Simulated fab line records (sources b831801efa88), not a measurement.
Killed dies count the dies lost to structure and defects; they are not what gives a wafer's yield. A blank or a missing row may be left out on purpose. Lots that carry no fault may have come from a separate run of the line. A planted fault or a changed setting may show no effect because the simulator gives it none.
Problem report, 8D (eight disciplines) form, completed by code | flow sky130 | the parts of the form that need people (team, actions taken, sign-off) are left out

1. WHAT WENT WRONG
At SKY_LI_CONTACT_ETCH_14, oes-product-au averages 0.828 a.u. over 4 wafers from 3 lots, while fault-free wafers read 0.855 a.u., standard deviation 0.0052. Relative to the usual mean, that is a shift of -5.2 standard deviations.
The step: etches BARC in N2/H2, stops on SiO2, time 45.9 s, target depth 60 nm.
Seen first at day 31 07:59 on rie-diel-03, wafer L587.3. Wafers with a number at this step in the record: 34, from 12 lots. Rule for "out", or "out of limits": more than 4 standard deviations from the usual mean. The rest of the wafers with a number are treated as sound.

2. WHAT IT IS, WHAT IT ISN'T
question                    | is                             | is not
which readings at this step | oes-product-au                 | drypump-motor-current-A, h2-flow-sccm, throttle-valve-pct
which lots                  | L587, L590, L591               | L584, L585, L586, L588, L593, L603, L604, L606, L607
which wafers of those lots  | L587.3, L590.1, L590.3, L591.3 | L587.6, L590.4, L591.2
read on which tools         | rie-diel-01, rie-diel-03       | rie-diel-02
when                        | from day 31 07:59              | up to then (13 sound wafers); but 17 sound wafers of L590, L591, L593, L603, L604, L606, L607 came after

3. WHAT RULES OUT EACH SUSPECT
Counting: a tool at a process step up to the reading stays a suspect if it ran every lot that is out. Sound lots after the first of them don't rule it out here, since some wafers of a struck lot are sound.
- litho-track-03 at SKY_LI_CONTACT_COAT_06 (resist thk 60 nm): kept. It processed each lot that is out (first: L587, day 30 17:37); up to then, its last sound lot is L586 (day 30 02:43).
After counting, what remains is litho-track-03 at SKY_LI_CONTACT_COAT_06.

4. THE CAUSE (what the simulator had put in)
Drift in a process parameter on litho-track-03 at SKY_LI_CONTACT_COAT_06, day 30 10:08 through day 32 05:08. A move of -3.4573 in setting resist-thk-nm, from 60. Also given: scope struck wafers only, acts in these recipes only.
Only this tool survived the counting.

5. THE EFFECT CHAIN, in route order
Each row: a reading where the mean over the struck wafers with a number is more than 3 standard deviations away from the usual. Readings are gone through only where the record gives a usual standard deviation; hours: the median, over the lots, of the time from a lot's start at the first step in this table giving one to that lot's start at this step; sigmas: the change measured in usual standard deviations.
hours | step                   | reading        | usual      | on struck wafers | change | sigmas
0     | SKY_LI_CONTACT_ETCH_14 | oes-product-au | 0.855 a.u. | 0.828            | -0.027 | -5.2
It contains these process steps:
- SKY_LI_CONTACT_ETCH_14: etches BARC in N2/H2, stops on SiO2, time 45.9 s, target depth 60 nm.

6. WHAT WOULD HAVE CAUGHT IT SOONER
22 hours passed between the start of the fault at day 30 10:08 and the first reading out of limits in this record, taken at day 31 07:59.
Of the lots that are out (3), L591 began SKY_LI_CONTACT_COAT_06 on litho-track-03 after day 31 07:59. Had the tool been put on hold then, it would have been spared.
